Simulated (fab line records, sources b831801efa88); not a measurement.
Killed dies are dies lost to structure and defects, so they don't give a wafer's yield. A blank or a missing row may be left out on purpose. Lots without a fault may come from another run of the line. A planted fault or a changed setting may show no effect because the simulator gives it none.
A struck lot beside a sound one | flow sky130 | 17 steps out of a route of 708
Sound: wafers L582.2, L582.5, L582.6. Struck: wafers L581.2, L581.3, L581.4. The cause comes at the end.
At each step with rows: each side's tool, then ch and its chambers, then its first start. Under that, the readings that differ: sound wafers | struck wafers | difference of the means | sigmas: that difference in standard deviations of wafers without a fault.
alike: readings whose means differ by less than 2 such deviations, and words and numbers that are the same on both sides. not compared: withheld readings, readings that some wafer has no value for, bounds like >300 that may hide the same value, and numbers for which the record gives no deviation and whose values overlap.
The two part at a step that has a row with sigmas, a row that says differs or no value, or rows on one side only. Numbers that don't overlap but have no deviation are shown without sigmas and don't part them. A reading that every wafer of one side lacks parts them only if that side has two wafers or more.

first, 2 steps without rows for these wafers: SKY_LOCAL_INTERCONNECT_PEB_09; SKY_LOCAL_INTERCONNECT_DEVELOP_10 (develop time 60 s).
SKY_LOCAL_INTERCONNECT_CD_MEAS_11: target cd 170 nm.
  sound on cd_sem-02, day 34 21:34; struck on cd_sem-01, day 34 16:10
  alike: cd_nm
SKY_LOCAL_INTERCONNECT_OVL_MEAS_12:
  sound on overlay-01, day 34 21:40; struck on overlay-02, day 34 16:16
  alike: LOCAL_INTERCONNECT_OVL
SKY_LOCAL_INTERCONNECT_ETCH_13: etches BARC in N2/H2, stops on SiO2, time 45.9 s, target depth 60 nm.
  sound on rie_metal-04 ch 0,1, day 34 21:41; struck on rie_metal-02 ch 0,1, day 34 16:17
  alike: drypump_motor_current_A, oes_product_au, throttle_valve_pct
  not compared: rf_hours_counter_h
SKY_LOCAL_INTERCONNECT_METAL_ETCH_14: etches TiN in Cl2/BCl3, stops on PSG, target depth 110 nm, time 31.4 s.
  sound on rie_metal-04 ch 0,1, day 34 21:46; struck on rie_metal-02 ch 0,1, day 34 16:22
  alike: drypump_motor_current_A, oes_product_au, throttle_valve_pct
  not compared: rf_hours_counter_h
SKY_LOCAL_INTERCONNECT_STRIP_15: strips in O2/N2.
  sound on plasma_asher-04 ch 0,1, day 34 21:49; struck on plasma_asher-03 ch 0,1, day 34 16:25
  alike: drypump_motor_current_A, oes_product_au, strip_time_to_endpoint_s
  not compared: rf_hours_counter_h
then, 3 steps without rows for these wafers: SKY_LOCAL_INTERCONNECT_STRIP_16 (strips in post etch residue remover, time 1200 s); SKY_LOCAL_INTERCONNECT_CLEAN_17 (cleans in IPA, time 180 s); SKY_LOCAL_INTERCONNECT_CLEAN_18 (cleans in O3/DIW).
SKY_CONTACT_CVD_00: deposits Si3N4, target thk 75 nm.
  sound on pecvd-04 ch 0,1,2, day 34 22:24; struck on pecvd-01 ch 0,1, day 34 17:01
  alike: heater_power_w
SKY_CONTACT_THK_MEAS_01:
  sound on film_metro-03, day 34 22:26; struck on film_metro-02, day 34 17:03
  alike: CONTACT_CVD_00_THK
SKY_CONTACT_HDPCVD_02: deposits SiO2, target thk 565 nm, time 94.2 s.
  sound on hdpcvd-02 ch 1,2, day 34 22:29; struck on hdpcvd-01 ch 0,1,2, day 34 17:06
  reading                                     | sound             | struck            | difference | sigmas
  sih4_flow_sccm (sccm)                       | 59.88 59.77 59.93 | 47.97 48.17 48.00 | -11.81     | -66
  model.SiO2_of_CONTACT_HDPCVD_02.thk_nm (nm) | 551.5 554.1 562.4 | 456.1 455.3 465.5 | -97.0      |
  alike: pressure_mtorr
SKY_CONTACT_THK_MEAS_03:
  sound on film_metro-02, day 34 22:34; struck on film_metro-03, day 34 17:11
  reading                 | sound       | struck      | difference | sigmas
  CONTACT_HDPCVD_THK (nm) | 551 554 563 | 456 455 466 | -97        | -17
SKY_CONTACT_CMP_04: polishes SiO2.
  sound on cmp-01 ch 1,2,3, day 34 22:43; struck on cmp-01 ch 0,1,2, day 34 17:14
  reading                | sound    | struck   | difference | sigmas
  time_to_endpoint_s (s) | 81 82 80 | 41 47 42 | -38        | -8
  alike: motor_current_A
SKY_CONTACT_BOW_MEAS_05:
  sound on film_metro-03, day 34 22:56; struck on film_metro-03, day 34 17:33
  alike: CONTACT_BOW
SKY_PAD_OPEN_PROBE_99:
  the record has rows for the sound wafers here (prober-01, day 49 05:13) and none for the struck ones

WHERE THEY PART
First at SKY_CONTACT_HDPCVD_02; last, within this record, at SKY_PAD_OPEN_PROBE_99.

WHY: what the simulator had put in
Process parameter drift: hdpcvd-01, from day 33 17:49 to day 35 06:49, at SKY_CONTACT_HDPCVD_02. Setting sih4_flow_sccm, moved by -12, from 60. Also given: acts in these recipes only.
